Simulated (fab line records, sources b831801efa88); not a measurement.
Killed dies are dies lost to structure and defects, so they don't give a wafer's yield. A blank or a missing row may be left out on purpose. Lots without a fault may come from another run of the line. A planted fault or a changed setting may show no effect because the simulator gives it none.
fab line records | flow gf180mcu
record lots=5 wafers=15 last_day=34
route steps=602 shown M4@456 V4@476
lots that met no fault: from a run of the same line without faults
start_h: hours from the record's first day to the start of the lot's first wafer shown | wait_h: hours since the lot's step before | " the same as in the row above | L1.1+2: a row that stands for several wafers | - no value, or no start given | * or withheld: withheld | < > ~ a bound
route shown NAME@n: a module of which the file shows steps, and the number in the route of the first | usual: mean/standard deviation of fault-free wafers | same: alike in all rows | chamber/n: place in a boat | sites: the reading at each site | _std_site: their standard deviation | _edge_site: outer sites' mean less inner sites' | radius_mm: how far each site lies from the wafer's centre | mask NAME#n: copy n | behind: the tool/chamber that last shaped the wafer | hold: why the lot was held/for how many hours/how that ended | device: the transistor (n, p or np) that didn't switch | end of line: the same wafers' tests at the end of the route | a step without rows: its recipe alone | killed: dies lost to structure and defects at the first sort, not the wafer's yield | map: a wafer's dies, x killed, . not, _ none there
set.NAME: the setting as run; set.NAME@STEP: as run at that earlier step | model.NAME: the simulator's own value behind a step, which no gauge read
lots at some steps of the route; a table a step, a row a wafer
services: from which hour (start_h, from the record's first day; less than 0 if before it) a tool's chamber was out of use, for how many hours, and why
## steps
# step GF_M4_SPUTTER_00
# recipe material=Ti target_thk_nm=37.5 arriving_ion_energy_ev=80 substrate_temp_c=200 chamber_pressure_pa=2 power_w=4000 time_s=150
# usual chamber_pressure_pa=2.000/0.0039 throttle_valve_pct=30.0/1.1
# same time_s=150
# columns lot.wafer tool chamber start_h wait_h chamber_pressure_pa throttle_valve_pct
L079.2 pvd_sputter-04 - 555.11 0.1 2.005 30.4
L079.3 " - " " 1.997 30.0
L079.4 " - " " 1.994 29.8
L086.3 pvd_sputter-04 - 614.85 0.2 2.002 29.7
L086.4 " - " " 1.994 30.2
L086.6 " - " " 2.004 29.6
L088.2 pvd_sputter-04 - 627.65 0.2 1.993 30.0
L088.3 " - " " 2.001 29.6
L088.4 " - " " 1.994 31.0
L093.1 pvd_sputter-03 - 675.78 0.1 1.999 29.6
L093.4 " - " " 1.995 31.4
L093.6 " - " " 1.993 29.6
L096.1 pvd_sputter-03 - 688.83 0.1 2.002 29.3
L096.2 " - " " 1.997 29.6
L096.6 " - " " 2.001 29.3
# step GF_M4_SPUTTER_01
# recipe material=TiN target_thk_nm=30 power_w=6500 time_s=25 chamber_pressure_pa=0.4
# usual chamber_pressure_pa=0.4000/0.00073 throttle_valve_pct=30.0/1.1
# same time_s=25
# columns lot.wafer tool chamber start_h wait_h chamber_pressure_pa throttle_valve_pct
L079.2 pvd_sputter-04 - 555.21 0.1 0.4012 30.3
L079.3 " - " " 0.4007 29.6
L079.4 " - " " 0.4000 29.7
L086.3 pvd_sputter-04 - 614.95 0.1 0.3999 29.7
L086.4 " - " " 0.4005 30.4
L086.6 " - " " 0.3995 29.6
L088.2 pvd_sputter-04 - 627.75 0.1 0.4005 29.9
L088.3 " - " " 0.4007 29.5
L088.4 " - " " 0.3999 31.0
L093.1 pvd_sputter-03 - 675.88 0.1 0.4001 29.5
L093.4 " - " " 0.4000 31.1
L093.6 " - " " 0.4006 29.5
L096.1 pvd_sputter-03 - 688.93 0.1 0.4009 29.2
L096.2 " - " " 0.4001 29.6
L096.6 " - " " 0.4012 29.0
# step GF_M4_SPUTTER_02
# recipe material=AlCu target_thk_nm=450 power_w=10600 time_s=23.9 chamber_pressure_pa=0.4
# usual chamber_pressure_pa=0.4000/0.0008 throttle_valve_pct=30.0/1
# same time_s=23.9
# columns lot.wafer tool chamber start_h wait_h chamber_pressure_pa throttle_valve_pct
L079.2 pvd_sputter-04 - 555.24 0.0 0.4021 30.4
L079.3 " - " " 0.3990 29.8
L079.4 " - " " 0.4001 29.8
L086.3 pvd_sputter-04 - 614.98 0.0 0.3995 29.8
L086.4 " - " " 0.3989 30.2
L086.6 " - " " 0.3991 29.6
L088.2 pvd_sputter-04 - 627.78 0.0 0.4008 29.9
L088.3 " - " " 0.3995 29.7
L088.4 " - " " 0.3991 30.9
L093.1 pvd_sputter-03 - 675.91 0.0 0.3999 29.4
L093.4 " - " " 0.4001 31.2
L093.6 " - " " 0.3999 29.6
L096.1 pvd_sputter-03 - 688.96 0.0 0.3997 29.4
L096.2 " - " " 0.4009 30.1
L096.6 " - " " 0.3990 29.3
# step GF_M4_SPUTTER_03
# recipe material=Ti target_thk_nm=10 substrate_temp_c=300 chamber_pressure_pa=0.3 power_w=3000 time_s=6.7
# usual chamber_pressure_pa=0.3000/0.00061 throttle_valve_pct=30.0/1.1
# same time_s=6.7
# columns lot.wafer tool chamber start_h wait_h chamber_pressure_pa throttle_valve_pct
L079.2 pvd_sputter-04 - 555.27 0.0 0.3001 30.3
L079.3 " - " " 0.2995 29.7
L079.4 " - " " 0.3006 29.5
L086.3 pvd_sputter-04 - 615.01 0.0 0.2993 29.9
L086.4 " - " " 0.3007 30.3
L086.6 " - " " 0.2990 29.8
L088.2 pvd_sputter-04 - 627.81 0.0 0.3002 30.0
L088.3 " - " " 0.2999 29.4
L088.4 " - " " 0.3005 31.5
L093.1 pvd_sputter-03 - 675.94 0.0 0.2993 29.2
L093.4 " - " " 0.3010 31.2
L093.6 " - " " 0.2995 29.5
L096.1 pvd_sputter-03 - 688.99 0.0 0.3004 29.4
L096.2 " - " " 0.2997 29.8
L096.6 " - " " 0.2994 29.4
# step GF_M4_SPUTTER_04
# recipe material=TiN target_thk_nm=50 power_w=6500 time_s=41.7 chamber_pressure_pa=0.4
# usual chamber_pressure_pa=0.4000/0.00094 throttle_valve_pct=30.0/1.1
# same time_s=41.7
# columns lot.wafer tool chamber start_h wait_h chamber_pressure_pa throttle_valve_pct
L079.2 pvd_sputter-04 - 555.29 0.0 0.3986 30.3
L079.3 " - " " 0.4012 29.6
L079.4 " - " " 0.3985 29.5
L086.3 pvd_sputter-04 - 615.03 0.0 0.3999 29.9
L086.4 " - " " 0.3993 30.5
L086.6 " - " " 0.3992 29.9
L088.2 pvd_sputter-04 - 627.83 0.0 0.4006 29.6
L088.3 " - " " 0.3990 29.6
L088.4 " - " " 0.3998 30.8
L093.1 pvd_sputter-03 - 675.96 0.0 0.3996 29.5
L093.4 " - " " 0.3991 31.2
L093.6 " - " " 0.4003 29.7
L096.1 pvd_sputter-03 - 689.01 0.0 0.4009 29.2
L096.2 " - " " 0.3996 29.7
L096.6 " - " " 0.4008 29.4
# step GF_M4_RS_MEAS_05
# recipe thk_meas_gauge=four-point-probe reads=TiN_of_M4_SPUTTER_04+Ti_of_M4_SPUTTER_03+AlCu_of_M4_SPUTTER_02+TiN_of_M4_SPUTTER_01+Ti_of_M4_SPUTTER_00
# usual M4_ALCU_RS=0.0698/0.0009
# columns lot.wafer tool chamber start_h wait_h M4_ALCU_RS[ohm/sq]
L079.2 film_metro-04 - 555.35 0.0 0.0701
L079.3 " - " " 0.0711
L079.4 " - " " 0.0703
L086.3 film_metro-04 - 615.11 0.1 0.0701
L086.4 " - " " 0.0695
L086.6 " - " " 0.0705
L088.2 film_metro-02 - 627.89 0.0 0.0703
L088.3 " - " " 0.0699
L088.4 " - " " 0.0692
L093.1 film_metro-04 - 676.00 0.0 0.0697
L093.4 " - " " 0.0699
L093.6 " - " " 0.0698
L096.1 film_metro-02 - 689.05 0.0 0.0677
L096.2 " - " " 0.0689
L096.6 " - " " 0.0684
# step GF_M4_THK_MEAS_06
# recipe thk_meas_gauge=xrf reads=AlCu_of_M4_SPUTTER_02
# usual M4_ALCU_THK=454/5.5
# columns lot.wafer tool chamber start_h wait_h M4_ALCU_THK[nm]
L079.2 film_metro-04 - 555.46 0.1 452
L079.3 " - " " 451
L079.4 " - " " 456
L086.3 film_metro-04 - 615.21 0.1 456
L086.4 " - " " 458
L086.6 " - " " 452
L088.2 film_metro-02 - 628.00 0.1 454
L088.3 " - " " 456
L088.4 " - " " 459
L093.1 film_metro-04 - 676.12 0.1 455
L093.4 " - " " 453
L093.6 " - " " 455
L096.1 film_metro-02 - 689.17 0.1 463
L096.2 " - " " 453
L096.6 " - " " 457
# step GF_M4_DEHYDRATE_07
# recipe temp_c=200 time_s=60
# same time_s=60
# columns lot.wafer tool chamber start_h wait_h
L079.2+3+4 litho_track-03 0 565.52 10.0
L086.3+4+6 litho_track-02 0 624.88 9.7
L088.2+3+4 litho_track-02 0 637.65 9.6
L093.1+4+6 litho_track-03 0 685.19 9.1
L096.1+2+6 litho_track-03 0 697.54 8.4
# step GF_M4_HMDS_08
# recipe prime_time_s=60 prime_temp_c=120
# columns lot.wafer tool chamber start_h wait_h
L079.2+3+4 litho_track-03 0 565.67 0.1
L086.3+4+6 litho_track-02 0 625.03 0.1
L088.2+3+4 litho_track-02 0 637.80 0.1
L093.1+4+6 litho_track-03 0 685.34 0.1
L096.1+2+6 litho_track-03 0 697.69 0.1
# step GF_M4_COAT_09
# recipe resist=KrF spin_rpm=withheld resist_thk_nm=1000
# columns lot.wafer tool chamber start_h wait_h
L079.2+3+4 litho_track-03 0 565.82 0.1
L086.3+4+6 litho_track-02 0 625.18 0.1
L088.2+3+4 litho_track-02 0 637.95 0.1
L093.1+4+6 litho_track-03 0 685.49 0.1
L096.1+2+6 litho_track-03 0 697.84 0.1
# step GF_M4_SOFTBAKE_10
# recipe temp_c=130 time_s=60 resist=KrF
# same time_s=60
# columns lot.wafer tool chamber start_h wait_h
L079.2+3+4 litho_track-03 0 565.97 0.1
L086.3+4+6 litho_track-02 0 625.33 0.1
L088.2+3+4 litho_track-02 0 638.10 0.1
L093.1+4+6 litho_track-03 0 685.64 0.1
L096.1+2+6 litho_track-03 0 697.99 0.1
# step GF_M4_EXPOSE_11
# recipe mask_id=Metal4 target_cd_nm=280 na=0.68 source_shape=conventional sigma_outer=0.6 dose_mj=28
# same sigma_outer=0.6
# columns lot.wafer tool chamber start_h wait_h mask
L079.2+3+4 krf_scanner-02 0 - - Metal4#0
L086.3+4+6 krf_scanner-01 0 - - Metal4#0
L088.2+3+4 krf_scanner-01 0 - - Metal4#0
L093.1+4+6 krf_scanner-01 0 - - Metal4#0
L096.1+2+6 krf_scanner-01 0 - - Metal4#0
# step GF_M4_PEB_12
# recipe peb_temp_c=135 peb_time_s=90 resist=KrF
# columns lot.wafer tool chamber start_h wait_h
L079.2+3+4 litho_track-02 0 - -
L086.3+4+6 litho_track-03 0 - -
L088.2+3+4 litho_track-02 0 - -
L093.1+4+6 litho_track-02 0 - -
L096.1+2+6 litho_track-01 0 - -
# step GF_M4_DEVELOP_13
# recipe develop_time_s=60 dev_temp_c=21
# columns lot.wafer tool chamber start_h wait_h
L079.2+3+4 litho_track-02 0 577.06 0.2
L086.3+4+6 litho_track-03 0 635.44 0.1
L088.2+3+4 litho_track-02 0 647.25 0.2
L093.1+4+6 litho_track-02 0 694.33 0.2
L096.1+2+6 litho_track-01 0 707.00 0.2
# step GF_M4_CD_MEAS_14
# recipe target_cd_nm=280
# usual cd_nm=280.1/1.1
# columns lot.wafer tool chamber start_h wait_h cd_nm
L079.2 cd_sem-02 - 577.20 0.1 279.4
L079.3 " - " " 281.8
L079.4 " - " " 280.3
L086.3 cd_sem-01 - 635.58 0.1 280.2
L086.4 " - " " 281.1
L086.6 " - " " 281.1
L088.2 cd_sem-02 - 647.40 0.1 279.9
L088.3 " - " " 280.5
L088.4 " - " " 280.6
L093.1 cd_sem-02 - 694.48 0.1 277.3
L093.4 " - " " 277.9
L093.6 " - " " 278.1
L096.1 cd_sem-02 - 707.15 0.1 279.9
L096.2 " - " " 279.7
L096.6 " - " " 280.7
# step GF_M4_OVL_MEAS_15
# usual M4_OVL=-1/6.1
# columns lot.wafer tool chamber start_h wait_h M4_OVL[nm]
L079.2 overlay-02 - 577.31 0.1 -8
L079.3 " - " " -7
L079.4 " - " " -2
L086.3 overlay-02 - 635.67 0.1 -5
L086.4 " - " " 2
L086.6 " - " " -2
L088.2 overlay-02 - 647.51 0.1 -3
L088.3 " - " " -9
L088.4 " - " " 4
L093.1 overlay-01 - 694.60 0.1 6
L093.4 " - " " 6
L093.6 " - " " 4
L096.1 overlay-01 - 707.27 0.1 -6
L096.2 " - " " 7
L096.6 " - " " 8
# step GF_M4_METAL_ETCH_16
# recipe chemistry=Cl2/BCl3 mask_material=KrF target_depth_nm=750.8 stop_on=SiO2 pressure_mtorr=8 icp_w=800 bias_w=140 Cl2_flow_sccm=80 bcl3_flow_sccm=40 time_s=125.1
# usual drypump_motor_current_A=5.7/0.45 oes_product_au=0.990/0.0071 throttle_valve_pct=28.230/0.011
# same time_s=125.1
# columns lot.wafer tool chamber start_h wait_h drypump_motor_current_A oes_product_au rf_hours_counter_h throttle_valve_pct
L079.2 rie_metal-04 0 577.34 0.0 5.4 0.986 0 28.223
L079.3 " 0 " " 5.4 0.993 - 28.220
L079.4 " 1 " " 5.6 0.985 - 28.251
L086.3 rie_metal-03 1 635.74 0.1 5.1 0.994 - 28.232
L086.4 " 0 " " 6.0 0.986 - 28.221
L086.6 " 0 " " 6.0 0.993 - 28.227
L088.2 rie_metal-04 1 647.54 0.0 5.6 0.977 15 28.251
L088.3 " 0 " " 5.4 0.984 - 28.234
L088.4 " 1 " " 5.6 0.980 - 28.231
L093.1 rie_metal-03 0 694.63 0.0 5.9 0.991 14 28.216
L093.4 " 0 " " 5.9 0.982 - 28.223
L093.6 " 0 " " 6.0 0.992 - 28.218
L096.1 rie_metal-02 1 707.30 0.0 5.6 0.990 10 28.232
L096.2 " 0 " " 6.5 0.990 9 28.227
L096.6 " 1 " " 5.6 0.995 - 28.243
# step GF_M4_STRIP_17
# recipe chemistry=O2/N2 power_w=1400 pressure_mtorr=1500 platen_temp_c=250 o2_flow_sccm=3000 n2_flow_sccm=300 overash_fraction=0.5
# usual drypump_motor_current_A=5.9/0.31 heater_power_w=332/26 oes_product_au=0.538/0.0051 strip_time_to_endpoint_s=7.39/0.064
# columns lot.wafer tool chamber start_h wait_h drypump_motor_current_A heater_power_w oes_product_au rf_hours_counter_h strip_time_to_endpoint_s
L079.2 plasma_asher-02 0 577.47 0.1 6.2 342 0.532 79 7.41
L079.3 " 1 " " 6.2 335 0.545 - 7.42
L079.4 " 0 " " 6.3 336 0.543 - 7.48
L086.3 plasma_asher-02 1 635.86 0.1 6.1 320 0.541 - 7.36
L086.4 " 0 " " 6.2 349 0.540 - 7.41
L086.6 " 1 " " 6.1 333 0.540 - 7.43
L088.2 plasma_asher-04 1 647.66 0.1 6.2 312 0.541 22 7.46
L088.3 " 1 " " 6.2 310 0.530 - 7.34
L088.4 " 0 " " 5.8 357 0.533 - 7.44
L093.1 plasma_asher-02 0 694.89 0.2 6.2 341 0.532 91 7.38
L093.4 " 0 " " 6.3 342 0.548 - 7.37
L093.6 " 1 " " 6.2 333 0.540 - 7.39
L096.1 plasma_asher-01 1 707.43 0.1 5.4 372 0.538 104 7.37
L096.2 " 0 " " 5.8 291 0.535 104 7.34
L096.6 " 1 " " 5.4 366 0.537 - 7.36
# step GF_M4_STRIP_18
# recipe chemistry=post_etch_residue_remover time_s=1200 temp_c=72.5
# same time_s=1200
# columns lot.wafer tool chamber start_h wait_h
L079.2+3+4 wet_bench-04 1 577.57 0.1
L086.3+4+6 wet_bench-04 2 635.93 0.0
L088.2+3+4 wet_bench-04 3 647.76 0.1
L093.1+4+6 wet_bench-02 1 694.99 0.1
L096.1+2+6 wet_bench-02 0 707.53 0.1
# step GF_M4_CLEAN_19
# recipe chemistry=DIW dry=n2_spin
# columns lot.wafer tool chamber start_h wait_h
L079.2+3+4 wet_bench-02 0 577.91 0.0
L086.3+4+6 wet_bench-02 1 636.30 0.0
L088.2+3+4 wet_bench-02 1 648.11 0.0
L093.1+4+6 wet_bench-01 2 695.88 0.0
L096.1+2+6 wet_bench-04 2 707.91 0.0
# step GF_V4_CVD_00
# recipe material=SiO2 target_thk_nm=600 sigma_open_frac=0.3 temp_c=400 time_s=100 sih4_flow_sccm=60 pressure_mtorr=6
# same time_s=100
# columns lot.wafer tool chamber start_h wait_h
L079.2+3+4 hdpcvd-02 1,2,2 578.00 0.0
L086.3+4+6 hdpcvd-01 2,2,1 636.39 0.0
L088.2+3+4 hdpcvd-02 0,2,1 648.20 0.0
L093.1+4+6 hdpcvd-01 0,0,1 696.08 0.0
L096.1+2+6 hdpcvd-01 2,0,0 708.00 0.0
# step GF_V4_THK_MEAS_01
# recipe reads=SiO2_of_V4_CVD_00
# usual V4_CVD_00_THK=602/6.7
# columns lot.wafer tool chamber start_h wait_h V4_CVD_00_THK[nm]
L079.2 film_metro-03 - 578.08 0.0 595
L079.3 " - " " 604
L079.4 " - " " 607
L086.3 film_metro-01 - 636.48 0.1 607
L086.4 " - " " 600
L086.6 " - " " 596
L088.2 film_metro-04 - 648.28 0.0 593
L088.3 " - " " 595
L088.4 " - " " 594
L093.1 film_metro-04 - 696.15 0.0 602
L093.4 " - " " 597
L093.6 " - " " 591
L096.1 film_metro-01 - 708.07 0.0 593
L096.2 " - " " 601
L096.6 " - " " 601
# step GF_V4_CVD_02
# recipe material=SiO2 target_thk_nm=850 precursor=TEOS temp_c=400 time_s=94.851 rf_w=600
# usual heater_power_outer_w=359/57 heater_power_w=621/93
# same time_s=94.851
# columns lot.wafer tool chamber start_h wait_h heater_power_outer_w heater_power_w since_wet_clean_h
L079.2 pecvd-03 0 578.13 0.0 377 613 404
L079.3 " 2 " " 464 827 404
L079.4 " 2 " " 352 681 -
L086.3 pecvd-04 2 636.52 0.0 438 688 254
L086.4 " 1 " " 305 540 -
L086.6 " 0 " " 374 636 -
L088.2 pecvd-02 1 648.33 0.0 334 541 682
L088.3 " 2 " " 289 526 682
L088.4 " 0 " " 416 737 -
L093.1 pecvd-04 1 696.21 0.1 242 449 313
L093.4 " 2 " " 386 643 -
L093.6 " 0 " " 409 656 -
L096.1 pecvd-03 2 708.13 0.1 485 841 534
L096.2 " 0 " " 382 630 534
L096.6 " 0 " " 303 511 -
# step GF_V4_THK_MEAS_03
# recipe reads=SiO2_of_V4_CVD_02
# usual V4_CVD_02_THK=851/13
# columns lot.wafer tool chamber start_h wait_h V4_CVD_02_THK[nm]
L079.2 film_metro-04 - 578.21 0.0 851
L079.3 " - " " 834
L079.4 " - " " 847
L086.3 film_metro-04 - 636.61 0.1 845
L086.4 " - " " 840
L086.6 " - " " 862
L088.2 film_metro-01 - 648.41 0.0 851
L088.3 " - " " 862
L088.4 " - " " 864
L093.1 film_metro-01 - 696.28 0.0 827
L093.4 " - " " 863
L093.6 " - " " 858
L096.1 film_metro-04 - 708.20 0.0 831
L096.2 " - " " 834
L096.6 " - " " 851
# step GF_V4_CMP_04
# recipe material=SiO2 down_force_psi=4 platen_rpm=60 pad_velocity_m_s=0.94248
# usual motor_current_A=12.4/1.8 time_to_endpoint_s=78/6
# columns lot.wafer tool chamber start_h wait_h motor_current_A time_to_endpoint_s
L079.3 cmp-02 2 578.26 0.0 12.1 69
L079.4 " 3 " " 16.5 72
L079.2 " 1 " " 11.5 78
L086.4 cmp-01 1 636.75 0.1 12.2 73
L086.3 " 2 " " 10.9 78
L086.6 " 3 " " 10.5 80
L088.4 cmp-01 1 648.51 0.1 12.9 83
L088.2 " 2 " " 11.2 78
L088.3 " 3 " " 10.9 82
L093.4 cmp-01 3 696.39 0.1 10.3 82
L093.1 " 1 " " 12.5 69
L093.6 " 2 " " 11.1 85
L096.1 cmp-01 1 708.26 0.1 11.9 71
L096.2 " 3 " " 10.3 74
L096.6 " 2 " " 11.8 79
# step GF_V4_BOW_MEAS_05
# recipe mode=bow
# usual V4_BOW=135/9.9
# columns lot.wafer tool chamber start_h wait_h V4_BOW[um]
L079.2 film_metro-03 - 578.58 0.1 143
L079.3 " - " " 128
L079.4 " - " " 131
L086.3 film_metro-04 - 636.99 0.1 124
L086.4 " - " " 126
L086.6 " - " " 133
L088.2 film_metro-01 - 648.78 0.2 139
L088.3 " - " " 133
L088.4 " - " " 141
L093.1 film_metro-04 - 696.64 0.1 154
L093.4 " - " " 153
L093.6 " - " " 127
L096.1 film_metro-03 - 708.56 0.2 117
L096.2 " - " " 134
L096.6 " - " " 117
# step GF_V4_DEHYDRATE_06
# recipe temp_c=200 time_s=60
# same time_s=60
# columns lot.wafer tool chamber start_h wait_h
L079.2+3+4 litho_track-03 0 588.62 10.0
L086.3+4+6 litho_track-01 0 646.30 9.3
L088.2+3+4 litho_track-03 0 658.32 9.5
L093.1+4+6 litho_track-03 0 705.49 8.8
L096.1+2+6 litho_track-01 0 717.00 8.4
# step GF_V4_HMDS_07
# recipe prime_time_s=60 prime_temp_c=120
# columns lot.wafer tool chamber start_h wait_h
L079.2+3+4 litho_track-03 0 588.77 0.1
L086.3+4+6 litho_track-01 0 646.45 0.1
L088.2+3+4 litho_track-03 0 658.47 0.1
L093.1+4+6 litho_track-03 0 705.64 0.1
L096.1+2+6 litho_track-01 0 717.15 0.1
# step GF_V4_COAT_08
# recipe resist=BARC temp_c=withheld time_s=withheld spin_rpm=withheld resist_thk_nm=withheld
# columns lot.wafer tool chamber start_h wait_h
L079.2+3+4 litho_track-03 0 588.92 0.1
L086.3+4+6 litho_track-01 0 646.60 0.1
L088.2+3+4 litho_track-03 0 658.62 0.1
L093.1+4+6 litho_track-03 0 705.79 0.1
L096.1+2+6 litho_track-01 0 717.30 0.1
# step GF_V4_COAT_09
# recipe resist=KrF spin_rpm=withheld resist_thk_nm=1000
# columns lot.wafer tool chamber start_h wait_h
L079.2+3+4 litho_track-03 0 - -
L086.3+4+6 litho_track-01 0 - -
L088.2+3+4 litho_track-03 0 - -
L093.1+4+6 litho_track-03 0 - -
L096.1+2+6 litho_track-01 0 - -
# step GF_V4_SOFTBAKE_10
# recipe temp_c=130 time_s=60 resist=KrF
# same time_s=60
# columns lot.wafer tool chamber start_h wait_h
L079.2+3+4 litho_track-03 0 - -
L086.3+4+6 litho_track-01 0 - -
L088.2+3+4 litho_track-03 0 - -
L093.1+4+6 litho_track-03 0 - -
L096.1+2+6 litho_track-01 0 - -
# step GF_V4_EXPOSE_11
# recipe mask_id=Via4 target_cd_nm=260 na=0.68 source_shape=conventional sigma_outer=0.6 dose_mj=38
# same sigma_outer=0.6
# columns lot.wafer tool chamber start_h wait_h mask
L079.2+3+4 krf_scanner-02 0 - - Via4#0
L086.3+4+6 krf_scanner-02 0 - - Via4#0
L088.2+3+4 krf_scanner-02 0 - - Via4#0
L093.1+4+6 krf_scanner-02 0 - - Via4#0
L096.1+2+6 krf_scanner-02 0 - - Via4#0
# step GF_V4_PEB_12
# recipe peb_temp_c=135 peb_time_s=90 resist=KrF
# columns lot.wafer tool chamber start_h wait_h
L079.2+3+4 litho_track-01 0 - -
L086.3+4+6 litho_track-01 0 - -
L088.2+3+4 litho_track-04 0 - -
L093.1+4+6 litho_track-01 0 - -
L096.1+2+6 litho_track-03 0 - -
# step GF_V4_DEVELOP_13
# recipe develop_time_s=60 resist=KrF dev_temp_c=21
# columns lot.wafer tool chamber start_h wait_h
L079.2+3+4 litho_track-01 0 599.62 0.2
L086.3+4+6 litho_track-01 0 661.10 0.1
L088.2+3+4 litho_track-04 0 668.69 0.2
L093.1+4+6 litho_track-01 0 714.25 0.2
L096.1+2+6 litho_track-03 0 726.69 0.2
# step GF_V4_CD_MEAS_14
# recipe target_cd_nm=260
# usual cd_nm=259.9/1.5
# columns lot.wafer tool chamber start_h wait_h cd_nm
L079.2 cd_sem-02 - 599.77 0.1 258.4
L079.3 " - " " 260.9
L079.4 " - " " 259.2
L086.3 cd_sem-01 - 661.24 0.1 261.7
L086.4 " - " " 261.4
L086.6 " - " " 261.5
L088.2 cd_sem-01 - 668.84 0.1 261.9
L088.3 " - " " 262.8
L088.4 " - " " 263.3
L093.1 cd_sem-02 - 714.40 0.1 259.8
L093.4 " - " " 258.4
L093.6 " - " " 258.3
L096.1 cd_sem-01 - 726.84 0.1 260.7
L096.2 " - " " 261.7
L096.6 " - " " 261.0
# step GF_V4_OVL_MEAS_15
# usual V4_OVL=-2/5
# columns lot.wafer tool chamber start_h wait_h V4_OVL[nm]
L079.2 overlay-02 - 599.88 0.1 2
L079.3 " - " " -3
L079.4 " - " " 5
L086.3 overlay-01 - 661.33 0.1 -7
L086.4 " - " " -7
L086.6 " - " " -12
L088.2 overlay-02 - 668.94 0.1 -5
L088.3 " - " " -4
L088.4 " - " " -1
L093.1 overlay-01 - 714.52 0.1 5
L093.4 " - " " 4
L093.6 " - " " -2
L096.1 overlay-02 - 726.96 0.1 -1
L096.2 " - " " -5
L096.6 " - " " -10
# step GF_V4_ETCH_16
# recipe chemistry=N2/H2 target_depth_a=withheld overetch_a=withheld time_s=withheld target=BARC ion_energy_ev=200 source_w=500 bias_w=100 pressure_mtorr=30 n2_flow_sccm=100 h2_flow_sccm=200
# usual drypump_motor_current_A=5.5/0.51 oes_product_au=0.855/0.0048 throttle_valve_pct=13.226/0.0088
# columns lot.wafer tool chamber start_h wait_h drypump_motor_current_A oes_product_au throttle_valve_pct
L079.2 rie_diel-02 3 599.91 0.0 5.4 0.859 13.238
L079.3 " 1 " " 5.3 0.852 13.225
L079.4 " 3 " " 5.4 0.857 13.223
L086.3 rie_diel-04 3 661.36 0.0 5.3 0.842 13.242
L086.4 " 0 " " 6.2 0.858 13.252
L086.6 " 1 " " 4.7 0.850 13.225
L088.2 rie_diel-04 1 668.97 0.0 4.8 0.846 13.226
L088.3 " 0 " " 6.2 0.862 13.221
L088.4 " 3 " " 5.3 0.848 13.235
L093.1 rie_diel-01 1 714.55 0.0 5.0 0.855 13.231
L093.4 " 1 " " 5.0 0.851 13.224
L093.6 " 3 " " 6.3 0.852 13.215
L096.1 rie_diel-04 0 727.00 0.0 6.2 0.856 13.227
L096.2 " 1 " " 4.7 0.856 13.232
L096.6 " 0 " " 6.2 0.858 13.218
# step GF_V4_ETCH_17
# recipe chemistry=C4F8/O2/Ar mask_material=KrF target=SiO2 stop_on=TiN source_w=1500 bias_w=1200 pressure_mtorr=40 c4f8_flow_sccm=withheld O2_flow_sccm=6 Ar_flow_sccm=300 time_s=withheld target_depth_a=6300
# usual oes_product_au=0.855/0.0052
# columns lot.wafer tool chamber start_h wait_h oes_product_au
L079.2 rie_diel-02 3 - - 0.857
L079.3 " 1 " " 0.853
L079.4 " 3 " " 0.857
L086.3 rie_diel-04 3 - - 0.865
L086.4 " 0 " " 0.852
L086.6 " 1 " " 0.860
L088.2 rie_diel-04 1 - - 0.858
L088.3 " 0 " " 0.856
L088.4 " 3 " " 0.855
L093.1 rie_diel-01 1 - - 0.858
L093.4 " 1 " " 0.857
L093.6 " 3 " " 0.860
L096.1 rie_diel-04 0 - - 0.851
L096.2 " 1 " " 0.853
L096.6 " 0 " " 0.855
# step GF_V4_STRIP_18
# recipe chemistry=O2/N2 power_w=1400 pressure_mtorr=1500 platen_temp_c=250 o2_flow_sccm=3000 n2_flow_sccm=300 overash_fraction=0.5
# usual drypump_motor_current_A=5.9/0.32 heater_power_w=341/31 oes_product_au=0.593/0.0044
# columns lot.wafer tool chamber start_h wait_h drypump_motor_current_A heater_power_w oes_product_au rf_hours_counter_h
L079.2 plasma_asher-03 0 600.03 - 5.7 348 0.593 51
L079.3 " 0 " " 5.8 340 0.592 -
L079.4 " 1 " " 6.4 372 0.592 -
L086.3 plasma_asher-03 1 661.52 - 6.4 375 0.593 -
L086.4 " 0 " " 5.7 333 0.594 -
L086.6 " 0 " " 5.7 335 0.593 -
L088.2 plasma_asher-01 1 669.10 - 5.4 369 0.592 101
L088.3 " 1 " " 5.4 362 0.585 -
L088.4 " 0 " " 5.9 299 0.605 -
L093.1 plasma_asher-01 1 714.68 - 5.4 369 0.594 105
L093.4 " 0 " " 5.9 295 0.594 -
L093.6 " 1 " " 5.4 358 0.592 -
L096.1 plasma_asher-03 1 727.13 - 6.4 385 0.592 66
L096.2 " 0 " " 5.8 341 0.590 66
L096.6 " 1 " " 6.3 375 0.590 -
# step GF_V4_STRIP_19
# recipe chemistry=post_etch_residue_remover time_s=1200 temp_c=72.5
# same time_s=1200
# columns lot.wafer tool chamber start_h wait_h
L079.2+3+4 wet_bench-01 0 600.13 0.1
L086.3+4+6 wet_bench-03 3 661.58 0.0
L088.2+3+4 wet_bench-01 0 669.20 0.1
L093.1+4+6 wet_bench-02 0 714.84 0.1
L096.1+2+6 wet_bench-02 0 727.23 0.1
# step GF_V4_CLEAN_20
# recipe chemistry=DIW dry=n2_spin
# columns lot.wafer tool chamber start_h wait_h
L079.2+3+4 wet_bench-01 3 600.51 0.0
L086.3+4+6 wet_bench-01 1 661.96 0.0
L088.2+3+4 wet_bench-02 1 669.54 0.0
L093.1+4+6 wet_bench-03 1 715.18 0.0
L096.1+2+6 wet_bench-03 3 727.57 0.0
## services
# columns tool chamber start_h hours kind
rie_diel-04 2 535.85 9.2 repair
krf_scanner-02 - 544.79 0.8 pm
krf_scanner-02 - 545.54 4.0 pm
rie_diel-04 - 553.92 14.6 pm
cmp-01 - 572.00 4.0 pm
krf_scanner-02 - 579.88 1.0 pm
rie_diel-04 - 582.05 0.1 repair
krf_scanner-02 - 583.65 1.3 pm
rie_diel-04 3 584.74 15.7 repair
krf_scanner-01 - 598.60 1.3 pm
pvd_sputter-03 - 600.12 2.1 repair
krf_scanner-01 - 608.62 1.0 pm
cmp-01 - 615.68 1.2 repair
rie_diel-04 2 624.76 6.2 repair
cmp-01 - 630.79 5.5 repair
krf_scanner-01 - 635.73 0.8 pm
pvd_sputter-04 - 646.13 0.5 repair
krf_scanner-01 - 647.10 4.4 pm
pvd_sputter-03 - 666.79 4.2 repair
cmp-01 - 681.98 5.4 pm
rie_diel-04 3 700.94 12.8 repair
krf_scanner-02 - 710.67 1.7 repair
krf_scanner-02 - 713.59 0.8 pm
pvd_sputter-04 - 714.58 4.4 repair
## key
fault none
